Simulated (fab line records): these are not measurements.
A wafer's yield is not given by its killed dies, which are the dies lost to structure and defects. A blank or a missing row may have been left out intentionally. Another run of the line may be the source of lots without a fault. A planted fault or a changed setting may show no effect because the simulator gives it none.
Which tool is to blame? | flow gf180mcu | Sampling: 13 lots, 39 wafers, 2 of 602 route steps

== WHAT THE GAUGES READ, wafer by wafer ==
GF_M3_RS_MEAS_05: the measuring method here is four-point-probe. Usual: M3_ALCU_RS typically reads 0.0695 ohm/sq, with standard deviation 0.00065.
lot  | measured     | on           | M3_ALCU_RS (ohm/sq)  | flag
L485 | day 20 15:41 | filmMetro-03 | 0.0696 0.0691 0.0691 | 
L486 | day 20 21:44 | filmMetro-03 | 0.0693 0.0697 0.0694 | 
L487 | day 21 11:36 | filmMetro-03 | 0.0699 0.0702 0.0699 | 
L488 | day 21 12:52 | filmMetro-02 | 0.0696 0.0694 0.0695 | 
L491 | day 22 15:59 | filmMetro-01 | 0.0698 0.0697 0.0693 | 
L498 | day 25 07:15 | filmMetro-01 | 0.0709 0.0703 0.0708 | 
L500 | day 25 16:55 | filmMetro-03 | 0.0690 0.0691 0.0692 | 
L501 | day 26 05:45 | filmMetro-01 | 0.0696 0.0691 0.0689 | 
L502 | day 26 08:26 | filmMetro-03 | 0.0702 0.0704 0.0710 | 
L505 | day 27 05:34 | filmMetro-03 | 0.0685 0.0688 0.0699 | 
L506 | day 27 12:38 | filmMetro-03 | 0.0691 0.0689 0.0697 | 
L507 | day 27 14:14 | filmMetro-01 | 0.0699 0.0702 0.0695 | 
L508 | day 27 18:54 | filmMetro-02 | 0.0691 0.0698 0.0692 | 

== WHAT TOOL EACH LOT RAN ON (gives the tool, then ch and the chambers of the sampled wafers, and finally the start) ==
lot  | GF_M3_SPUTTER_01
L485 | pvdSputter-04, day 20 15:32
L486 | pvdSputter-02, day 20 21:36
L487 | pvdSputter-04, day 21 11:29
L488 | pvdSputter-04, day 21 12:42
L491 | pvdSputter-02, day 22 15:52
L498 | pvdSputter-01, day 25 07:08
L500 | pvdSputter-02, day 25 16:47
L501 | pvdSputter-02, day 26 05:38
L502 | pvdSputter-02, day 26 08:17
L505 | pvdSputter-02, day 27 05:25
L506 | pvdSputter-02, day 27 12:28
L507 | pvdSputter-01, day 27 14:07
L508 | pvdSputter-04, day 27 18:44
- GF_M3_SPUTTER_01: material TiN, target thk 30 nm, time 25 s.

== WHAT THE TOOLS THEMSELVES READ (means of the sampled wafers that have a number; where no wafer has one, the mark that the record gives instead) ==
GF_M3_SPUTTER_01. Usual: throttleValvePct at 29.6 %, with a standard deviation of 0.99.
lot  | tool          | throttleValvePct (%) | flag
L485 | pvdSputter-04 | 31.0                 | 
L486 | pvdSputter-02 | 28.6                 | 
L487 | pvdSputter-04 | 30.3                 | 
L488 | pvdSputter-04 | 29.6                 | 
L491 | pvdSputter-02 | 28.7                 | 
L498 | pvdSputter-01 | 30.3                 | 
L500 | pvdSputter-02 | 29.4                 | 
L501 | pvdSputter-02 | 28.8                 | 
L502 | pvdSputter-02 | 29.0                 | 
L505 | pvdSputter-02 | 29.5                 | 
L506 | pvdSputter-02 | 29.1                 | 
L507 | pvdSputter-01 | 30.7                 | 
L508 | pvdSputter-04 | 29.4                 | 

== THE ANSWER, worked out from the rows above alone ==
Rule: a lot counts as off when the mean over its wafers that have a number is more than 3 standard deviations away from the usual mean. Also off: a lot with no number at a reading for which 4 or more lots have one. All remaining lots with rows at the step are treated as sound. First the gauges in route order, then the tools' own readings, where a lot's mean is used as printed above. The first step at which some lot is off is used, and at that step the reading that is off furthest; a lot without a number counts as furthest.
Nothing can be told from this: no lot is off at any reading shown.

== WHAT WAS PUT IN BY THE SIMULATOR ==
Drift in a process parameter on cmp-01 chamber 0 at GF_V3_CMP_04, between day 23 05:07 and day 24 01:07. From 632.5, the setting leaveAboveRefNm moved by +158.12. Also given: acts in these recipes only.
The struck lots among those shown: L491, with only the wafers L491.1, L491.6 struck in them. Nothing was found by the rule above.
